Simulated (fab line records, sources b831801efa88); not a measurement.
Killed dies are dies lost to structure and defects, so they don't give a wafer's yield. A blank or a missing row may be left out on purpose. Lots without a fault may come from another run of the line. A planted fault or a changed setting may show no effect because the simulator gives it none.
Chamber matching | flow gf180mcu | GF_V5_ETCH_16 on rie_diel-01: 4 sister chambers
The step etches BARC in N2/H2. 4 wafers are shown with their chamber, then 12 later ones without.

WAFERS WITH THEIR CHAMBER
wafer  | chamber | drypump_motor_current_A (A)
L087.2 | 1       | 5.7
L087.3 | 2       | 6.0
L087.5 | 3       | 5.4
L087.6 | 0       | 5.0

WAFERS WITHOUT THEIR CHAMBER
wafer  | drypump_motor_current_A (A)
L088.1 | 6.0
L088.4 | 5.7
L088.6 | 6.1
L091.3 | 5.1
L091.5 | 5.4
L091.6 | 5.0
L093.2 | 6.0
L093.3 | 5.0
L093.4 | 5.7
L097.2 | 5.0
L097.5 | 5.4
L097.6 | 6.0

WHICH CHAMBER EACH WENT THROUGH
wafer  | from the rows above | in truth
L088.1 | 2                   | 2
L088.4 | 1                   | 1
L088.6 | 2                   | 2
L091.3 | 0                   | 0
L091.5 | 3                   | 3
L091.6 | 0                   | 0
L093.2 | 2                   | 2
L093.3 | 0                   | 0
L093.4 | 1                   | 1
L097.2 | 0                   | 0
L097.5 | 3                   | 3
L097.6 | 2                   | 2
Placed correctly: 12 of 12. Can't be placed from these rows: 0. Placed wrongly: 0.
How it was worked out, from the rows above alone: a wafer's distance from a chamber is the root of the sum, over the readings, of the square of ((its reading less the chamber's mean) divided by the reading's scatter). The wafer belongs to the nearest chamber; if the next one is less than 2 further off, it can't be placed. A chamber's mean is the mean of its shown wafers. The scatter: with one shown wafer a chamber, the root of the mean of the squares of how far each hidden wafer lies from its nearest shown one.
